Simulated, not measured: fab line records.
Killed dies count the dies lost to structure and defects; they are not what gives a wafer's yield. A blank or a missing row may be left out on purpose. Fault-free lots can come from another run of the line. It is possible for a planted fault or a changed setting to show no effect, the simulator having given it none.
One fault through the eyes of 2 desks    flow sky130    each desk has only its own numbers; what lay behind them comes last

## TOOL OWNER'S DESK, lithoTrack-02
The tool's own readings at SKY_VT_ADJUST_HVTR_COAT_02 (resist thk 1140 nm): means of the sampled wafers that have a number, for each lot that ran on this tool. If a lot's mean is further than 4 standard deviations from the usual mean, the lot is out of limits and carries the mark OUT (the distance appears in the brackets).
Columns: A = chillPlateTempC at SKY_VT_ADJUST_HVTR_COAT_02, usual 23.01 C; B = dispensePressureKPa at SKY_VT_ADJUST_HVTR_COAT_02, usual 48.7 kPa; C = spinSpeedRpm at SKY_VT_ADJUST_HVTR_COAT_02, usual 3000.1 rpm
lot   first seen here  A      B     C
L880  day 9 12:31      22.98  49.2  2998.7
L885  day 10 19:53     23.00  49.2  2999.6
L886  day 11 03:11     23.12  49.2  2999.6
L901  day 15 23:14     23.00  49.3  2998.8
L900  day 16 00:38     23.02  49.3  2998.1
Finding of this desk: none of the 5 lots has anything out of limits.

## AT THE METROLOGY DESK
Means of the sampled wafers that have a number, per lot and without regard to the tool the lot ran on: this is what the gauges read. If a lot's mean is further than 4 standard deviations from the usual mean, the lot is out of limits and carries the mark OUT (the distance appears in the brackets).
Columns: A = cdNm at SKY_VT_ADJUST_HVTR_CD_MEAS_07, usual 380.3 nm; B = VT_ADJUST_HVTR_TW at SKY_VT_ADJUST_HVTR_TW_MEAS_11, usual 209.3; C = VT_ADJUST_PCH_TW at SKY_VT_ADJUST_PCH_TW_MEAS_10, usual 142.1; D = SONOS_TUNNEL_TW at SKY_SONOS_TUNNEL_TW_MEAS_12, usual 198.0
lot   first seen here  A      B      C                D
L878  day 9 02:43      381.5  213.9  141.1            201.0
L880  day 9 23:56      377.9  208.5  144.4            199.0
L885  day 11 07:37     376.9  207.9  141.0            201.2
L886  day 11 14:35     381.6  207.7  140.7            199.7
L893  day 14 03:56     -      209.4  229.2 (+46) OUT  249.8 (+22) OUT
L894  day 15 01:29     -      208.2  221.8 (+42) OUT  245.9 (+20) OUT
L895  day 15 11:28     380.0  208.8  141.1            194.8
L899  day 16 03:55     378.8  208.3  141.1            198.6
L898  day 16 05:58     383.1  211.0  140.4            194.8
L901  day 16 13:20     376.5  211.4  141.2            198.0
L900  day 16 14:35     386.8  209.1  141.2            200.0
This desk reports L893, L894 out of limits; the earliest was L893 at day 15 07:10 (VT_ADJUST_PCH_TW at SKY_VT_ADJUST_PCH_TW_MEAS_10). L878, L880, L885, L886, L895, L899, L898, L901, L900: within limits.

## BROUGHT TOGETHER
The metrology desk could have raised an alarm at day 15 07:10, on L893, L894.
The desk of the tool owner found nothing out of limits.
The tool owner's desk has no number on record for L893, L894.
Of the lots named, all ran SKY_VT_ADJUST_HVTR_COAT_02 on lithoTrack-02.

## WHAT THE SIMULATOR HAD INSERTED
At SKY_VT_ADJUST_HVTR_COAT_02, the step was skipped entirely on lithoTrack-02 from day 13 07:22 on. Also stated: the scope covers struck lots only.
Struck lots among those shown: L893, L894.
Time in hours between the start of the fault and the first out-of-limits reading at each desk: metrology desk, 48.
